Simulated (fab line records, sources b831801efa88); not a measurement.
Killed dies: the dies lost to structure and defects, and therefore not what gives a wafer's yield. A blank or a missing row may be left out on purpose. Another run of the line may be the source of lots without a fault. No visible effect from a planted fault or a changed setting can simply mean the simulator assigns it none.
fab line records -- flow sky130
[record] lots = 11, wafers = 33, lastDay = 50
route steps=708 shown FIELD_ISO@5 PWDE@53 PAD_OPEN@708
lots that met no fault: taken from a fault-free run of the same line
startH: hours from the record's opening day to when the first of the lot's shown wafers began -- waitH: hours from the lot's prior step to this one -- " identical to the entry in the row above -- L1.1+2: several wafers, shown together as one row -- - no value present, or no start provided -- * or withheld: withheld -- < > ~ a bound
route shown NAME@n: a module of which the file shows steps, and the number in the route of the first -- usual: mean and standard deviation over wafers with no fault -- same: alike in all rows -- chamber/n: place in a boat -- sites: each site's reading -- _std_site: their standard deviation -- _edge_site: outer sites' mean less inner sites' -- radiusMm: for every site, how far away it sits from the centre of the wafer -- mask NAME#n: copy n -- behind: the tool/chamber that last shaped the wafer -- hold: reason for holding the lot/hours on hold/outcome of the hold -- device: the transistor (n, p or np) that didn't switch -- end of line: at the end of the route, the tests of the same wafers -- where a step has no rows: the recipe by itself -- killed: the dies lost at the first sort to structure and to defects; this is not the yield of the wafer -- map: a wafer's dies, x killed, . not, _ none there
set.NAME: the setting as run; set.NAME@STEP: as run at that earlier step -- model.NAME: the simulator's own value behind a step, which no gauge read
one table for each step of the route and one row for each wafer, over a sample of lots
services: the hour from which a tool's chamber was out of use, counted from the record's first day as startH (under 0 if before that day), plus the number of hours and why
[[steps]]
[step SKY_FIELD_ISO_THK_MEAS_04]
[recipe] reads = Si3N4_of_FIELD_ISO_CVD_03
[usual] FIELD_ISO_CVD_03_THK = 165.2/1.7
lot.wafer,tool,chamber,startH,waitH,FIELD_ISO_CVD_03_THK[nm]
L137.1,filmMetro-02,-,23.48,0.0,166.5
L137.2,filmMetro-02,-,23.48,0.0,165.8
L137.4,filmMetro-02,-,23.48,0.0,166.3
L138.4,filmMetro-02,-,29.39,0.0,168.4
L138.5,filmMetro-02,-,29.39,0.0,166.4
L138.6,filmMetro-02,-,29.39,0.0,164.9
L139.4,filmMetro-02,-,34.80,0.0,164.0
L139.5,filmMetro-02,-,34.80,0.0,163.1
L139.6,filmMetro-02,-,34.80,0.0,163.4
L141.3,filmMetro-03,-,43.50,0.0,166.1
L141.4,filmMetro-03,-,43.50,0.0,164.5
L141.5,filmMetro-03,-,43.50,0.0,164.4
L142.1,filmMetro-03,-,48.62,0.0,167.3
L142.3,filmMetro-03,-,48.62,0.0,167.1
L142.5,filmMetro-03,-,48.62,0.0,167.7
L144.1,filmMetro-01,-,71.19,0.0,164.2
L144.2,filmMetro-01,-,71.19,0.0,164.0
L144.4,filmMetro-01,-,71.19,0.0,164.3
L148.4,filmMetro-01,-,78.51,0.0,166.3
L148.5,filmMetro-01,-,78.51,0.0,165.8
L148.6,filmMetro-01,-,78.51,0.0,166.1
L149.2,filmMetro-02,-,83.49,0.0,164.3
L149.3,filmMetro-02,-,83.49,0.0,165.1
L149.4,filmMetro-02,-,83.49,0.0,165.4
L153.1,filmMetro-01,-,103.89,0.0,165.5
L153.3,filmMetro-01,-,103.89,0.0,165.7
L153.6,filmMetro-01,-,103.89,0.0,165.5
L155.1,filmMetro-02,-,113.48,0.0,164.7
L155.2,filmMetro-02,-,113.48,0.0,164.4
L155.3,filmMetro-02,-,113.48,0.0,164.6
L158.1,filmMetro-02,-,130.64,0.0,165.2
L158.4,filmMetro-02,-,130.64,0.0,164.7
L158.6,filmMetro-02,-,130.64,0.0,165.2
[step SKY_FIELD_ISO_ETCH_14]
[recipe] chemistry = N2/H2, target = BARC, ionEnergyEv = 200, sourceW = 500, biasW = 100, pressureMtorr = 30, n2FlowSccm = 100, h2FlowSccm = 200, stopOn = SiO2, timeS = 45.9, targetDepthA = 600
[usual] drypumpMotorCurrentA = 5.7/0.4, oesProductAu = 0.854/0.0044, throttleValvePct = 13.226/0.0097
lot.wafer,tool,chamber,startH,waitH,drypumpMotorCurrentA,oesProductAu,rfHoursCounterH,throttleValvePct
L137.1,rieDiel-02,2,38.55,0.1,6.2,0.852,31,13.230
L137.2,rieDiel-02,1,38.55,0.1,5.8,0.849,61,13.230
L137.4,rieDiel-02,1,38.55,0.1,5.8,0.858,-,13.250
L138.4,rieDiel-03,0,44.92,0.1,5.6,0.853,-,13.217
L138.5,rieDiel-03,2,44.92,0.1,5.4,0.853,-,13.222
L138.6,rieDiel-03,1,44.92,0.1,6.0,0.852,-,13.213
L139.4,rieDiel-04,0,50.94,0.0,5.1,0.858,55,13.241
L139.5,rieDiel-04,2,50.94,0.0,5.2,0.857,-,13.221
L139.6,rieDiel-04,3,50.94,0.0,5.1,0.854,-,13.219
L141.3,rieDiel-02,3,59.90,0.1,5.4,0.853,21,13.237
L141.4,rieDiel-02,0,59.90,0.1,5.7,0.855,20,13.234
L141.5,rieDiel-02,2,59.90,0.1,6.2,0.852,-,13.216
L142.1,rieDiel-03,3,64.60,0.1,6.0,0.853,55,13.223
L142.3,rieDiel-03,2,64.60,0.1,5.4,0.853,36,13.235
L142.5,rieDiel-03,2,64.60,0.1,5.4,0.851,-,13.202
L144.1,rieDiel-02,2,87.30,0.1,6.2,0.858,32,13.240
L144.2,rieDiel-02,0,87.30,0.1,5.7,0.852,20,13.230
L144.4,rieDiel-02,3,87.30,0.1,5.4,0.859,22,13.249
L148.4,rieDiel-02,0,96.15,0.0,5.7,0.856,20,13.239
L148.5,rieDiel-02,0,96.15,0.0,5.7,0.858,-,13.217
L148.6,rieDiel-02,1,96.15,0.0,5.8,0.854,-,13.228
L149.2,rieDiel-04,1,100.44,0.1,6.2,0.862,51,13.230
L149.3,rieDiel-04,3,100.44,0.1,5.1,0.856,1,13.235
L149.4,rieDiel-04,0,100.44,0.1,5.1,0.853,55,13.209
L153.1,rieDiel-02,2,122.70,0.1,6.3,0.854,32,13.221
L153.3,rieDiel-02,3,122.70,0.1,5.4,0.851,22,13.223
L153.6,rieDiel-02,0,122.70,0.1,5.7,0.857,-,13.239
L155.1,rieDiel-04,3,133.35,0.1,5.1,0.858,2,13.236
L155.2,rieDiel-04,2,133.35,0.1,5.2,0.859,2,13.212
L155.3,rieDiel-04,0,133.35,0.1,5.1,0.848,56,13.232
L158.1,rieDiel-02,3,150.55,0.1,5.4,0.844,23,13.219
L158.4,rieDiel-02,1,150.55,0.1,5.8,0.860,63,13.222
L158.6,rieDiel-02,3,150.55,0.1,5.4,0.854,-,13.227
[step SKY_FIELD_ISO_STRIP_16]
[recipe] chemistry = O2/N2, powerW = 1400, pressureMtorr = 1500, platenTempC = withheld, o2FlowSccm = 3000, n2FlowSccm = 300, overashFraction = 0.5
[usual] drypumpMotorCurrentA = 5.8/0.52, oesProductAu = 0.377/0.0054, stripTimeToEndpointS = 3.53/0.049
lot.wafer,tool,chamber,startH,waitH,drypumpMotorCurrentA,oesProductAu,rfHoursCounterH,stripTimeToEndpointS
L137.1,plasmaAsher-02,1,38.64,0.0,5.8,0.376,37,3.52
L137.2,plasmaAsher-02,0,38.64,0.0,6.3,0.376,37,3.55
L137.4,plasmaAsher-02,1,38.64,0.0,5.9,0.369,-,3.52
L138.4,plasmaAsher-03,1,45.03,0.0,5.3,0.373,-,3.49
L138.5,plasmaAsher-03,0,45.03,0.0,5.8,0.375,-,3.55
L138.6,plasmaAsher-03,1,45.03,0.0,5.3,0.374,-,3.57
L139.4,plasmaAsher-03,1,51.07,0.1,5.3,0.381,-,3.47
L139.5,plasmaAsher-03,1,51.07,0.1,5.3,0.376,-,3.52
L139.6,plasmaAsher-03,0,51.07,0.1,5.8,0.379,-,3.56
L141.3,plasmaAsher-04,1,60.03,0.1,5.3,0.375,-,3.55
L141.4,plasmaAsher-04,0,60.03,0.1,6.8,0.383,-,3.61
L141.5,plasmaAsher-04,1,60.03,0.1,5.3,0.375,-,3.49
L142.1,plasmaAsher-02,0,64.70,0.0,6.3,0.371,40,3.55
L142.3,plasmaAsher-02,1,64.70,0.0,5.8,0.378,-,3.52
L142.5,plasmaAsher-02,1,64.70,0.0,5.9,0.373,-,3.50
L144.1,plasmaAsher-04,0,87.40,0.0,6.8,0.363,27,3.47
L144.2,plasmaAsher-04,1,87.40,0.0,5.3,0.375,27,3.63
L144.4,plasmaAsher-04,0,87.40,0.0,6.8,0.380,-,3.56
L148.4,plasmaAsher-04,1,96.28,0.1,5.3,0.389,-,3.61
L148.5,plasmaAsher-04,1,96.28,0.1,5.3,0.384,-,3.61
L148.6,plasmaAsher-04,0,96.28,0.1,6.8,0.367,-,3.49
L149.2,plasmaAsher-04,1,100.54,0.0,5.3,0.382,29,3.56
L149.3,plasmaAsher-04,0,100.54,0.0,6.8,0.385,-,3.58
L149.4,plasmaAsher-04,1,100.54,0.0,5.3,0.379,-,3.47
L153.1,plasmaAsher-04,1,122.79,0.0,5.3,0.371,31,3.46
L153.3,plasmaAsher-04,1,122.79,0.0,5.3,0.374,-,3.59
L153.6,plasmaAsher-04,1,122.79,0.0,5.2,0.379,-,3.62
L155.1,plasmaAsher-04,0,133.44,0.0,6.8,0.371,32,3.57
L155.2,plasmaAsher-04,1,133.44,0.0,5.2,0.379,32,3.47
L155.3,plasmaAsher-04,0,133.44,0.0,6.8,0.366,-,3.46
L158.1,plasmaAsher-02,1,150.64,0.0,5.9,0.373,3,3.54
L158.4,plasmaAsher-02,1,150.64,0.0,5.9,0.376,-,3.48
L158.6,plasmaAsher-02,0,150.64,0.0,6.3,0.381,-,3.55
[step SKY_PWDE_IMPLANT_08]
[recipe] species = B, energyKev = 150, doseCm2 = 3.6e+12, tiltDeg = withheld
[usual] beamEnergyKeV = 150.00/0.05, beamOnS = 10.01/0.18, endStationPressureTorr = 5.02e-06/2.8e-07, faradayCurrentUA = 20.3/0.37
lot.wafer,tool,chamber,startH,waitH,beamEnergyKeV,beamOnS,endStationPressureTorr,faradayCurrentUA
L137.1,implanter-01,0,74.27,0.0,150.01,9.85,4.82e-06,20.5
L137.2,implanter-01,0,74.27,0.0,150.04,10.09,4.5e-06,20.0
L137.4,implanter-01,0,74.27,0.0,150.00,9.83,5.28e-06,20.7
L138.4,implanter-04,0,80.90,0.1,149.87,9.78,4.9e-06,20.8
L138.5,implanter-04,0,80.90,0.1,149.96,10.17,5.15e-06,20.0
L138.6,implanter-04,0,80.90,0.1,149.94,9.67,4.8e-06,20.9
L139.4,implanter-01,0,89.79,0.1,149.97,10.06,4.91e-06,20.2
L139.5,implanter-01,0,89.79,0.1,149.99,9.94,4.68e-06,20.4
L139.6,implanter-01,0,89.79,0.1,149.98,10.06,5.19e-06,20.0
L141.3,implanter-01,0,100.67,0.1,150.08,10.00,4.77e-06,20.3
L141.4,implanter-01,0,100.67,0.1,150.04,9.78,4.71e-06,20.7
L141.5,implanter-01,0,100.67,0.1,150.05,10.16,4.81e-06,20.0
L142.1,implanter-01,0,107.32,0.0,150.03,9.67,4.75e-06,21.0
L142.3,implanter-01,0,107.32,0.0,150.09,10.24,4.85e-06,19.8
L142.5,implanter-01,0,107.32,0.0,150.01,10.10,4.96e-06,20.0
L144.1,implanter-01,0,128.82,0.0,149.97,12.06,5.4e-06,16.8
L144.2,implanter-01,0,128.82,0.0,150.01,12.71,5.13e-06,16.0
L144.4,implanter-01,0,128.82,0.0,149.95,12.56,5.17e-06,16.1
L148.4,implanter-01,0,143.25,0.1,150.08,12.90,4.61e-06,15.7
L148.5,implanter-01,0,143.25,0.1,149.93,12.75,5.34e-06,15.9
L148.6,implanter-01,0,143.25,0.1,150.00,12.33,4.91e-06,16.5
L149.2,implanter-01,0,144.84,0.0,150.03,12.31,4.95e-06,16.5
L149.3,implanter-01,0,144.84,0.0,149.95,11.88,5.48e-06,17.1
L149.4,implanter-01,0,144.84,0.0,149.94,12.11,4.87e-06,16.8
L153.1,implanter-04,0,169.97,0.0,150.08,9.60,5.03e-06,21.1
L153.3,implanter-04,0,169.97,0.0,150.05,10.04,4.9e-06,20.1
L153.6,implanter-04,0,169.97,0.0,149.96,10.13,4.79e-06,20.1
L155.1,implanter-02,0,181.27,0.0,150.01,9.92,5.03e-06,20.5
L155.2,implanter-02,0,181.27,0.0,149.95,9.81,4.76e-06,20.6
L155.3,implanter-02,0,181.27,0.0,150.03,10.14,5e-06,20.1
L158.1,implanter-02,0,198.81,0.0,149.95,10.08,5.32e-06,20.1
L158.4,implanter-02,0,198.81,0.0,150.00,9.82,5.13e-06,20.6
L158.6,implanter-02,0,198.81,0.0,150.03,9.99,4.92e-06,20.4
[step SKY_PWDE_TW_MEAS_10]
[usual] PWDE_TW = 369.0/2.9
lot.wafer,tool,chamber,startH,waitH,PWDE_TW
L137.1,filmMetro-04,-,74.52,0.1,368.7
L137.2,filmMetro-04,-,74.52,0.1,370.6
L137.4,filmMetro-04,-,74.52,0.1,369.7
L138.4,filmMetro-04,-,81.10,0.1,369.2
L138.5,filmMetro-04,-,81.10,0.1,369.3
L138.6,filmMetro-04,-,81.10,0.1,369.2
L139.4,filmMetro-02,-,89.99,0.1,372.3
L139.5,filmMetro-02,-,89.99,0.1,372.4
L139.6,filmMetro-02,-,89.99,0.1,373.1
L141.3,filmMetro-02,-,100.89,0.1,371.3
L141.4,filmMetro-02,-,100.89,0.1,372.7
L141.5,filmMetro-02,-,100.89,0.1,371.6
L142.1,filmMetro-01,-,107.57,0.1,365.8
L142.3,filmMetro-01,-,107.57,0.1,363.8
L142.5,filmMetro-01,-,107.57,0.1,363.9
L144.1,filmMetro-04,-,129.07,0.1,392.9
L144.2,filmMetro-04,-,129.07,0.1,395.0
L144.4,filmMetro-04,-,129.07,0.1,394.0
L148.4,filmMetro-01,-,143.45,0.1,390.6
L148.5,filmMetro-01,-,143.45,0.1,390.6
L148.6,filmMetro-01,-,143.45,0.1,390.6
L149.2,filmMetro-02,-,145.07,0.1,395.8
L149.3,filmMetro-02,-,145.07,0.1,393.9
L149.4,filmMetro-02,-,145.07,0.1,394.4
L153.1,filmMetro-04,-,170.22,0.1,366.0
L153.3,filmMetro-04,-,170.22,0.1,365.4
L153.6,filmMetro-04,-,170.22,0.1,369.6
L155.1,filmMetro-02,-,181.52,0.1,372.6
L155.2,filmMetro-02,-,181.52,0.1,370.7
L155.3,filmMetro-02,-,181.52,0.1,370.9
L158.1,filmMetro-01,-,199.06,0.1,364.6
L158.4,filmMetro-01,-,199.06,0.1,366.0
L158.6,filmMetro-01,-,199.06,0.1,367.8
[step SKY_NWELL_RS_MEAS_31]
[recipe] thkMeasGauge = four-point-probe
[usual] PWDE_RS = 5276/20
lot.wafer,tool,chamber,startH,waitH,PWDE_RS[ohm/sq]
L137.1,filmMetro-01,-,109.97,0.1,5277
L137.2,filmMetro-01,-,109.97,0.1,5276
L137.4,filmMetro-01,-,109.97,0.1,5293
L138.4,filmMetro-04,-,118.33,0.1,5307
L138.5,filmMetro-04,-,118.33,0.1,5298
L138.6,filmMetro-04,-,118.33,0.1,5302
L139.4,filmMetro-02,-,126.47,0.1,5275
L139.5,filmMetro-02,-,126.47,0.1,5279
L139.6,filmMetro-02,-,126.47,0.1,5291
L141.3,filmMetro-01,-,140.61,0.1,5256
L141.4,filmMetro-01,-,140.61,0.1,5272
L141.5,filmMetro-01,-,140.61,0.1,5269
L142.1,filmMetro-04,-,145.61,0.1,5287
L142.3,filmMetro-04,-,145.61,0.1,5298
L142.5,filmMetro-04,-,145.61,0.1,5296
L144.1,filmMetro-01,-,168.62,0.1,4489
L144.2,filmMetro-01,-,168.62,0.1,4486
L144.4,filmMetro-01,-,168.62,0.1,4487
L148.4,filmMetro-04,-,184.48,0.1,4483
L148.5,filmMetro-04,-,184.48,0.1,4489
L148.6,filmMetro-04,-,184.48,0.1,4501
L149.2,filmMetro-04,-,186.78,0.1,4493
L149.3,filmMetro-04,-,186.78,0.1,4493
L149.4,filmMetro-04,-,186.78,0.1,4506
L153.1,filmMetro-01,-,215.52,0.1,5245
L153.3,filmMetro-01,-,215.52,0.1,5252
L153.6,filmMetro-01,-,215.52,0.1,5234
L155.1,filmMetro-02,-,228.82,0.1,5264
L155.2,filmMetro-02,-,228.82,0.1,5272
L155.3,filmMetro-02,-,228.82,0.1,5271
L158.1,filmMetro-02,-,247.12,0.1,5258
L158.4,filmMetro-02,-,247.12,0.1,5245
L158.6,filmMetro-02,-,247.12,0.1,5259
[step SKY_PAD_OPEN_PROBE_99]
[usual] killed_at_M0_to_M3 = 43/6.6, killed_at_M4_up = 3.2/1.9, killedAtContacts = 25/5.3, killedAtFrontEnd = 16/4.5, killedAtOther = 0.3/0.63, killedDies = 87/8.9, killedOpen = 48/7.9, killedShort = 39/5.3
[same] grossDies = 492, killedAtBackSide = 0
lot.wafer,tool,chamber,startH,waitH,killed_at_M0_to_M3,killed_at_M4_up,killedAtContacts,killedAtFrontEnd,killedAtOther,killedDies,killedOpen,killedShort
L137.1,prober-01,-,1087.99,0.1,29,5,24,31,0,89,45,43
L137.2,prober-01,-,1088.04,0.1,38,3,31,21,0,93,60,33
L137.4,prober-01,-,1088.14,0.2,43,0,33,16,0,92,58,32
L139.4,prober-01,-,1096.04,0.2,29,4,22,18,1,74,41,32
L139.5,prober-01,-,1096.09,0.2,49,4,21,18,2,94,54,38
L139.6,prober-01,-,1096.14,0.2,34,2,31,15,0,82,42,38
L144.1,prober-02,-,1139.50,0.1,39,3,22,17,0,81,35,46
L144.2,prober-02,-,1139.55,0.1,44,3,18,12,0,77,43,34
L144.4,prober-02,-,1139.65,0.2,48,3,22,17,0,90,55,35
L148.4,prober-01,-,1153.40,0.2,52,1,22,20,0,95,60,35
L148.5,prober-01,-,1153.45,0.2,41,4,18,17,2,82,36,43
L148.6,prober-01,-,1153.50,0.2,47,1,20,17,0,85,45,39
L149.2,prober-01,-,1156.96,0.1,43,3,27,25,0,98,67,31
L149.3,prober-01,-,1157.01,0.2,36,4,27,15,0,82,51,31
L149.4,prober-01,-,1157.06,0.2,39,5,40,21,0,105,61,44
L153.1,prober-01,-,1178.29,0.1,49,2,28,9,0,88,50,38
L153.3,prober-01,-,1178.39,0.2,41,3,23,14,0,81,45,35
L153.6,prober-01,-,1178.54,0.2,48,6,24,17,0,95,46,48
// killed by level:class
L137.1 CONTACT:geometricParticle:open=13 FIELD_ISO:geometricParticle:short=9 POLY_GATE:geometricParticle:open=8 FIELD_ISO:geometricParticle:open=6 POLY_GATE:geometricParticle:short=6 LOCAL_INTERCONNECT:geometricParticle:short=6 VIA1:geometricParticle:open=6 METAL2:geometricParticle:short=6
L137.2 CONTACT:geometricParticle:open=14 VIA3:geometricParticle:open=11 FIELD_ISO:geometricParticle:open=8 LI_CONTACT:geometricParticle:open=8 VIA2:geometricParticle:open=7 FIELD_ISO:geometricParticle:short=5 CONTACT:geometricParticle:short=5 LOCAL_INTERCONNECT:geometricParticle:short=4
L137.4 CONTACT:geometricParticle:open=14 VIA1:geometricParticle:open=10 VIA2:geometricParticle:short=7 FIELD_ISO:geometricParticle:open=6 LI_CONTACT:geometricParticle:open=6 CONTACT:geometricParticle:short=6 VIA3:geometricParticle:open=6 VIA2:geometricParticle:open=6
L139.4 FIELD_ISO:geometricParticle:short=8 LI_CONTACT:geometricParticle:open=8 VIA1:geometricParticle:short=6 VIA1:geometricParticle:open=6 VIA3:geometricParticle:open=5 CONTACT:geometricParticle:short=5 CONTACT:geometricParticle:open=5 METAL2:geometricParticle:short=3
L139.5 VIA1:geometricParticle:open=13 VIA1:geometricParticle:short=9 VIA2:geometricParticle:open=9 FIELD_ISO:geometricParticle:open=8 LOCAL_INTERCONNECT:geometricParticle:short=7 CONTACT:geometricParticle:open=7 VIA3:geometricParticle:open=7 METAL1:geometricParticle:short=6
L139.6 CONTACT:geometricParticle:open=11 LI_CONTACT:geometricParticle:open=8 VIA3:geometricParticle:open=7 CONTACT:geometricParticle:short=6 FIELD_ISO:geometricParticle:short=4 VIA1:geometricParticle:open=4 POLY_GATE:geometricParticle:short=4 METAL1:geometricParticle:short=4
L144.1 VIA1:geometricParticle:open=8 FIELD_ISO:geometricParticle:short=6 VIA1:geometricParticle:short=6 LOCAL_INTERCONNECT:geometricParticle:short=5 CONTACT:geometricParticle:short=5 METAL1:geometricParticle:short=5 VIA3:geometricParticle:open=5 LI_CONTACT:geometricParticle:open=4
L144.2 VIA3:geometricParticle:open=12 CONTACT:geometricParticle:open=7 METAL1:geometricParticle:short=7 VIA2:geometricParticle:open=6 VIA1:geometricParticle:short=6 VIA1:geometricParticle:open=5 FIELD_ISO:geometricParticle:open=4 LI_CONTACT:geometricParticle:open=4
L144.4 VIA3:geometricParticle:open=14 VIA1:geometricParticle:open=10 LI_CONTACT:geometricParticle:open=8 METAL1:geometricParticle:short=7 VIA1:geometricParticle:short=7 POLY_GATE:geometricParticle:open=6 CONTACT:geometricParticle:open=6 CONTACT:geometricParticle:short=4
L148.4 VIA1:geometricParticle:open=19 CONTACT:geometricParticle:open=10 POLY_GATE:geometricParticle:short=7 VIA2:geometricParticle:open=7 FIELD_ISO:geometricParticle:open=6 LI_CONTACT:geometricParticle:open=6 VIA1:geometricParticle:short=5 CONTACT:geometricParticle:short=4
L148.5 VIA1:geometricParticle:open=8 METAL1:geometricParticle:short=6 VIA1:geometricParticle:short=6 VIA2:geometricParticle:open=6 POLY_GATE:geometricParticle:short=5 LI_CONTACT:geometricParticle:short=5 FIELD_ISO:geometricParticle:open=4 LI_CONTACT:geometricParticle:open=4
L148.6 VIA1:geometricParticle:open=12 VIA3:geometricParticle:open=7 VIA1:geometricParticle:short=6 POLY_GATE:geometricParticle:short=5 CONTACT:geometricParticle:open=5 FIELD_ISO:geometricParticle:open=4 VIA2:geometricParticle:open=4 LI_CONTACT:geometricParticle:open=4
L149.2 POLY_GATE:geometricParticle:open=11 CONTACT:geometricParticle:open=11 VIA1:geometricParticle:open=9 LI_CONTACT:geometricParticle:open=8 VIA2:geometricParticle:open=8 VIA3:geometricParticle:open=6 FIELD_ISO:geometricParticle:short=5 METAL1:geometricParticle:short=5
L149.3 VIA1:geometricParticle:open=10 LI_CONTACT:geometricParticle:open=8 CONTACT:geometricParticle:open=8 POLY_GATE:geometricParticle:open=7 VIA1:geometricParticle:short=5 LOCAL_INTERCONNECT:geometricParticle:short=5 VIA3:geometricParticle:open=5 METAL1:geometricParticle:short=5
L149.4 CONTACT:geometricParticle:open=16 VIA2:geometricParticle:open=9 CONTACT:geometricParticle:short=8 LI_CONTACT:geometricParticle:open=7 METAL1:geometricParticle:short=7 LOCAL_INTERCONNECT:geometricParticle:short=6 VIA1:geometricParticle:open=6 VIA3:geometricParticle:open=6
L153.1 VIA3:geometricParticle:open=11 CONTACT:geometricParticle:open=9 VIA1:geometricParticle:short=8 VIA1:geometricParticle:open=8 VIA2:geometricParticle:open=7 CONTACT:geometricParticle:short=6 LI_CONTACT:geometricParticle:open=5 FIELD_ISO:geometricParticle:open=4
L153.3 CONTACT:geometricParticle:open=10 VIA1:geometricParticle:open=9 VIA2:geometricParticle:open=8 VIA3:geometricParticle:open=7 FIELD_ISO:geometricParticle:short=4 POLY_GATE:geometricParticle:short=4 LI_CONTACT:geometricParticle:open=4 CONTACT:geometricParticle:short=4
L153.6 VIA1:geometricParticle:open=12 CONTACT:geometricParticle:open=10 VIA3:geometricParticle:open=9 FIELD_ISO:geometricParticle:short=7 METAL4:geometricParticle:short=6 CONTACT:geometricParticle:short=5 LI_CONTACT:geometricParticle:open=5 METAL1:geometricParticle:short=5
[[services]]
tool,chamber,startH,hours,kind
implanter-04,-,25.51,3.0,repair
rieDiel-04,3,25.79,10.2,repair
implanter-02,-,28.55,3.9,pm
rieDiel-02,3,30.47,9.8,repair
implanter-02,-,34.94,3.1,repair
rieDiel-03,3,39.30,12.1,repair
implanter-02,-,50.63,4.4,pm
rieDiel-03,0,51.40,-,clean
rieDiel-03,0,51.40,16.2,scheduledDown
rieDiel-03,0,51.40,16.2,ventCycle
implanter-01,-,53.65,6.5,pm
rieDiel-04,2,63.35,16.7,repair
implanter-02,-,66.49,4.9,repair
plasmaAsher-04,-,69.01,2.2,repair
plasmaAsher-02,-,108.75,9.0,pm
plasmaAsher-02,0,108.75,9.0,ventCycle
plasmaAsher-02,1,108.75,9.0,ventCycle
plasmaAsher-02,0,117.75,-,clean
plasmaAsher-02,1,117.75,-,clean
rieDiel-03,-,136.54,14.6,pm
[[key]]
[firstSign] step = SKY_PWDE_IMPLANT_08, reading = beamOnS, direction = up, sigmas = 13, usual = 10.01, struck = 12.40
[effect] step = SKY_PWDE_IMPLANT_08, reading = faradayCurrentUA, direction = down, sigmas = 10, usual = 20.3, struck = 16.4
[effect] step = SKY_PWDE_TW_MEAS_10, reading = PWDE_TW, direction = up, sigmas = 8.3, usual = 369.0, struck = 393.1
[effect] step = SKY_NWELL_RS_MEAS_31, reading = PWDE_RS, direction = down, sigmas = 40, usual = 5276, struck = 4492
metAt SKY_PWDE_IMPLANT_08
struckLots L144,L148,L149
testerLeftOut L144,L148,L149
notActingAt SKY_FIELD_ISO_THK_MEAS_04,SKY_FIELD_ISO_ETCH_14,SKY_FIELD_ISO_STRIP_16
onsetBetween 107.32 128.82
[fault] kind = processParameterDrift, tool = implanter-01, chamber = -, onsetH = 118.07, steps = SKY_PWDE_IMPLANT_08, channel = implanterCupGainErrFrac, offset = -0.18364, shape = step, endH = 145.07
// testerLeftOut: of these lots the tester's yield and bins aren't shown, on N5 and GAA mostly nor the transistor test; their killed dies are dies lost to structure and defects alone, not to doping, threshold or leakage, so they don't give the yield
